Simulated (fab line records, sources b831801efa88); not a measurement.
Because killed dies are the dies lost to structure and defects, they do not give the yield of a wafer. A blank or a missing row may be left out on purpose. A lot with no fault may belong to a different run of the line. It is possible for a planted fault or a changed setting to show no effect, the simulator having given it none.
Problem report in the 8D (eight disciplines) form, filled by code | flow sky130 | the parts of the form that need people (team, actions taken, sign-off) are left out

1. WHAT WENT WRONG
Wafers free of any fault read 218.3 (standard deviation 1.6) for VT_ADJUST_NCORE_TW at SKY_VT_ADJUST_NCORE_TW_MEAS_11, against a mean of 200.5 on 6 wafers of 2 lots. That is -11 standard deviations from the usual mean.
Earliest sighting: wafer L842.1 on filmMetro-02 at day 13 21:21. The record holds 39 wafers of 13 lots with a number at this step. Rule for "out", or "out of limits": more than 4 standard deviations from the usual mean. The other wafers with a number count as sound.

2. WHAT IT IS AND WHAT IT IS NOT
question                    | is                     | is not
which readings at this step | VT_ADJUST_NCORE_TW     | -
which lots                  | L842, L844             | L825, L828, L829, L833, L835, L836, L839, L841, L845, L846, L847
which wafers of those lots  | all that have a number | -
read on which gauges        | filmMetro-02           | filmMetro-01, filmMetro-04
when                        | from day 13 21:21      | up to then (24 sound wafers); but 9 sound wafers of L845, L846, L847 came after

3. THE SUSPECTS, EACH WITH WHAT RULES IT OUT
Counting: a tool at any process step up to the reading remains a suspect when it ran all the lots that are out and ran no sound lot after the first of those.
- the gauge at SKY_VT_ADJUST_NCORE_TW_MEAS_11 has been ruled out. All the wafers that are out were read on filmMetro-02, but those of them that SKY_VT_ADJUST_NCORE_IMPLANT_09 has rows for are out there too, on other tools.
- implanter-01 at SKY_VT_ADJUST_NCORE_IMPLANT_09: kept. All lots that are out passed through it, beginning with L842 at day 13 21:06, and no sound lot followed; its final sound lot before that point was L841 at day 13 14:26. Its own beamEnergyKeV readings are out on those wafers.
The count leaves implanter-01 at SKY_VT_ADJUST_NCORE_IMPLANT_09.

4. THE CAUSE (what the simulator had put in)
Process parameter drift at SKY_VT_ADJUST_NCORE_IMPLANT_09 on implanter-01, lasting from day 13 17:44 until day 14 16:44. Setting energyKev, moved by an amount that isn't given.
Counting left only this tool.

5. THE CHAIN OF EFFECTS, in route order
One row per reading whose mean, taken over the struck wafers that have a number, lies over 3 standard deviations from the usual. Only readings whose record carries a usual standard deviation are examined. hours: median over the lots of the time between each lot's start at the first step of this table that gives one and its start at this step. sigmas: the change, counted in usual standard deviations.
hours | step                           | reading            | usual  | on struck wafers | change | sigmas
0     | SKY_VT_ADJUST_NCORE_IMPLANT_09 | beamEnergyKeV      | 10.001 | 6.958            | -3.043 | -99 or more
0     | SKY_VT_ADJUST_NCORE_TW_MEAS_11 | VT_ADJUST_NCORE_TW | 218.3  | 200.5            | -17.8  | -11
Here are the process steps it includes:
- SKY_VT_ADJUST_NCORE_IMPLANT_09
Later measuring or inspecting steps at which every struck wafer that the step has a row for has a number for every such reading, and none has moved that far: SKY_SONOS_ONO_THK_MEAS_03.

6. WHAT WOULD HAVE CAUGHT IT SOONER
Counted from the fault's start at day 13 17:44, it took 4 hours until the first out-of-limits reading at a measuring or inspecting step in this record, taken at day 13 21:21.
The tool's own readings at SKY_VT_ADJUST_NCORE_IMPLANT_09 were out on every struck wafer that the step has a row for (beamEnergyKeV): an alarm limit on them would have fired on the first of those.
L844, from the lots that are out (2), started SKY_VT_ADJUST_NCORE_IMPLANT_09 on implanter-01 later than day 13 21:21. Holding the tool at that time would have saved it.
